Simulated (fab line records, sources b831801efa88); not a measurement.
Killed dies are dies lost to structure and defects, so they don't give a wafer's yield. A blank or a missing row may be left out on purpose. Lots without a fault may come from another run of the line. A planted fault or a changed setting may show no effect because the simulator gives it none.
Which tool did it? | flow gf180mcu | 11 lots, 33 wafers sampled, at 5 steps of a route of 602

WHAT THE GAUGES READ, wafer by wafer
GF_PSD_RS_MEAS_14: measures by four-point-probe. Usual: NSD_RS 46.18 ohm/sq, standard deviation 0.082.
lot  | measured     | on            | NSD_RS (ohm/sq)   | flag
L850 | day 13 22:43 | film_metro-02 | 46.15 46.16 46.14 |
L851 | day 14 02:11 | film_metro-01 | 46.22 46.16 46.15 |
L852 | day 14 11:55 | film_metro-01 | 46.30 46.20 46.22 |
L853 | day 15 01:54 | film_metro-03 | 46.23 46.27 46.32 |
L854 | day 15 04:25 | film_metro-01 | 46.13 46.12 46.21 |
L855 | day 15 11:10 | film_metro-03 | 46.30 46.37 46.23 |
L856 | day 16 02:08 | film_metro-03 | 46.15 46.12 46.17 |
L857 | day 16 08:50 | film_metro-03 | 46.17 46.19 46.17 |
L861 | day 18 16:38 | film_metro-03 | 46.07 46.14 46.20 |
L862 | day 18 23:20 | film_metro-03 | - - -             | OFF
L863 | day 19 10:23 | film_metro-03 | - - -             | OFF

GF_V3_THK_MEAS_25: measures by xrf. Usual: V3_W_THK 359 nm, standard deviation 4.5.
lot  | measured     | on            | V3_W_THK (nm) | flag
L850 | day 22 00:13 | film_metro-03 | 360 358 359   |
L851 | day 22 04:52 | film_metro-02 | 357 360 362   |
L852 | day 22 14:46 | film_metro-02 | 365 363 368   |
L853 | day 23 06:20 | film_metro-04 | 360 355 358   |
L854 | day 23 08:59 | film_metro-03 | 363 363 360   |
L855 | day 23 16:52 | film_metro-03 | 365 361 367   |
L856 | day 24 08:40 | film_metro-03 | 363 362 366   |
L857 | day 24 12:59 | film_metro-04 | 355 353 355   |
L861 | day 26 18:10 | film_metro-03 | 357 352 357   |
L862 | day 27 01:01 | film_metro-02 | 366 361 361   |
L863 | day 27 09:10 | film_metro-02 | 363 365 365   |

WHICH TOOL RAN EACH LOT (tool, then ch and the chambers of the sampled wafers, then the start)
lot  | GF_NSD_IMPLANT_09               | GF_NSD_STRIP_11                      | GF_M3_STRIP_17
L850 | implanter-03 ch 0, day 13 01:56 | plasma_asher-04 ch 0,1, day 13 02:14 | plasma_asher-02 ch 0,1, day 20 22:08
L851 | implanter-04 ch 0, day 13 05:54 | plasma_asher-04 ch 0, day 13 06:11   | plasma_asher-02 ch 0,1, day 21 02:57
L852 | implanter-02 ch 0, day 13 14:55 | plasma_asher-04 ch 0,1, day 13 15:13 | plasma_asher-03 ch 0,1, day 21 13:15
L853 | implanter-03 ch 0, day 14 04:26 | plasma_asher-03 ch 0,1, day 14 04:43 | plasma_asher-04 ch 0,1, day 22 04:39
L854 | implanter-02 ch 0, day 14 06:46 | plasma_asher-03 ch 0,1, day 14 07:03 | plasma_asher-03 ch 0,1, day 22 07:44
L855 | implanter-02 ch 0, day 14 13:10 | plasma_asher-03 ch 0,1, day 14 13:28 | plasma_asher-04 ch 1, day 22 16:01
L856 | implanter-03 ch 0, day 15 03:50 | plasma_asher-04 ch 0,1, day 15 04:07 | plasma_asher-03 ch 0,1, day 23 07:39
L857 | implanter-04 ch 0, day 15 11:27 | plasma_asher-04 ch 0,1, day 15 11:44 | plasma_asher-04 ch 0,1, day 23 13:03
L861 | implanter-03 ch 0, day 17 16:59 | plasma_asher-02 ch 0,1, day 17 17:15 | plasma_asher-03 ch 0,1, day 25 18:59
L862 | implanter-04 ch 0, day 17 22:54 | plasma_asher-02 ch 1, day 17 23:10   | plasma_asher-04 ch 0,1, day 26 01:29
L863 | implanter-04 ch 0, day 18 09:45 | plasma_asher-03 ch 0,1, day 18 10:01 | plasma_asher-03 ch 0,1, day 26 09:47
- GF_NSD_IMPLANT_09
- GF_NSD_STRIP_11: strips in O2/N2.
- GF_M3_STRIP_17: strips in O2/N2.

WHAT THE TOOLS THEMSELVES READ (means of the sampled wafers that have a number; where no wafer has one, the mark that the record gives instead)
GF_NSD_IMPLANT_09. Usual: end_station_pressure_torr 1.44e-05 Torr, standard deviation 9.3e-07.
lot  | tool         | end_station_pressure_torr (Torr) | flag
L850 | implanter-03 | 1.47e-05                         |
L851 | implanter-04 | 1.29e-05                         |
L852 | implanter-02 | 1.56e-05                         |
L853 | implanter-03 | 1.43e-05                         |
L854 | implanter-02 | 1.47e-05                         |
L855 | implanter-02 | 1.46e-05                         |
L856 | implanter-03 | 1.47e-05                         |
L857 | implanter-04 | 1.42e-05                         |
L861 | implanter-03 | 1.50e-05                         |
L862 | implanter-04 | 1.32e-05                         |
L863 | implanter-04 | 1.31e-05                         |

GF_NSD_STRIP_11. Usual: chamber_pressure_mTorr 1499.8 mTorr, standard deviation 1.3; drypump_motor_current_A 5.6 A, standard deviation 0.42; heater_power_w 336 W, standard deviation 25; oes_product_au 0.486 a.u., standard deviation 0.005; strip_time_to_endpoint_s 22.97 s, standard deviation 0.038.
lot  | tool            | chamber_pressure_mTorr (mTorr) | drypump_motor_current_A (A) | heater_power_w (W) | oes_product_au (a.u.) | strip_time_to_endpoint_s (s) | flag
L850 | plasma_asher-04 | 1501.1                         | 5.4                         | 354                | 0.488                 | 23.02                        |
L851 | plasma_asher-04 | 1500.4                         | 5.7                         | 304                | 0.487                 | 23.00                        |
L852 | plasma_asher-04 | 1499.8                         | 5.4                         | 350                | 0.485                 | 22.98                        |
L853 | plasma_asher-03 | 1499.6                         | 5.9                         | 328                | 0.490                 | 22.92                        |
L854 | plasma_asher-03 | 1500.3                         | 6.0                         | 341                | 0.488                 | 22.98                        |
L855 | plasma_asher-03 | 1499.4                         | 6.0                         | 347                | 0.486                 | 22.97                        |
L856 | plasma_asher-04 | 1500.5                         | 5.4                         | 353                | 0.486                 | 22.94                        |
L857 | plasma_asher-04 | 1500.1                         | 5.5                         | 328                | 0.486                 | 23.00                        |
L861 | plasma_asher-02 | 1499.7                         | 5.1                         | 323                | 0.478                 | 22.97                        |
L862 | plasma_asher-02 | 1500.3                         | 5.6                         | 343                | 0.483                 | 23.72                        | OFF
L863 | plasma_asher-03 | 1498.8                         | 6.0                         | 342                | 0.478                 | 23.78                        | OFF

GF_M3_STRIP_17. Usual: chamber_pressure_mTorr 1500.0 mTorr, standard deviation 1.3; drypump_motor_current_A 5.6 A, standard deviation 0.39; heater_power_w 339 W, standard deviation 24; oes_product_au 0.538 a.u., standard deviation 0.0049; strip_time_to_endpoint_s 7.39 s, standard deviation 0.047.
lot  | tool            | chamber_pressure_mTorr (mTorr) | drypump_motor_current_A (A) | heater_power_w (W) | oes_product_au (a.u.) | strip_time_to_endpoint_s (s) | flag
L850 | plasma_asher-02 | 1500.0                         | 5.1                         | 325                | 0.537                 | 7.34                         |
L851 | plasma_asher-02 | 1501.0                         | 5.1                         | 323                | 0.538                 | 7.41                         |
L852 | plasma_asher-03 | 1500.0                         | 5.9                         | 332                | 0.538                 | 7.41                         |
L853 | plasma_asher-04 | 1501.2                         | 5.4                         | 353                | 0.546                 | 7.43                         |
L854 | plasma_asher-03 | 1499.6                         | 6.0                         | 341                | 0.539                 | 7.40                         |
L855 | plasma_asher-04 | 1500.9                         | 5.2                         | 375                | 0.536                 | 7.38                         |
L856 | plasma_asher-03 | 1500.4                         | 5.9                         | 338                | 0.533                 | 7.35                         |
L857 | plasma_asher-04 | 1499.8                         | 5.5                         | 330                | 0.543                 | 7.40                         |
L861 | plasma_asher-03 | 1500.6                         | 5.9                         | 334                | 0.539                 | 7.39                         |
L862 | plasma_asher-04 | 1500.3                         | 5.5                         | 333                | 0.538                 | 7.44                         |
L863 | plasma_asher-03 | 1498.9                         | 6.0                         | 342                | 0.538                 | 7.41                         |

THE ANSWER, worked out from the rows above alone
Rule: a lot is off if the mean of its wafers that have a number lies more than 3 standard deviations from the usual mean. A lot without any number at a reading at which 4 lots or more have one is off too. The other lots that the step has rows for count as sound. The gauges are gone through in route order, then the tools' own readings, and for those a lot's mean is taken as printed above. The first step at which some lot is off is used, and at that step the reading that is off furthest; a lot without a number counts as furthest.
Off: L862, L863, at GF_PSD_RS_MEAS_14 (NSD_RS). Without a number there: L862, L863.
A tool fits if, at a process step before that reading, it ran every lot that is off, and no sound lot after the first of them. The gauges at GF_PSD_RS_MEAS_14 aren't tried: what is off there is off at GF_NSD_STRIP_11 too, on other tools, and a gauge's error can't cause that. One fits: implanter-04 at GF_NSD_IMPLANT_09. Its last sound lot is L857 (day 15 11:27), its first lot that is off L862 (day 17 22:54): a fault that began between those two fits.

WHAT THE SIMULATOR HAD PUT IN
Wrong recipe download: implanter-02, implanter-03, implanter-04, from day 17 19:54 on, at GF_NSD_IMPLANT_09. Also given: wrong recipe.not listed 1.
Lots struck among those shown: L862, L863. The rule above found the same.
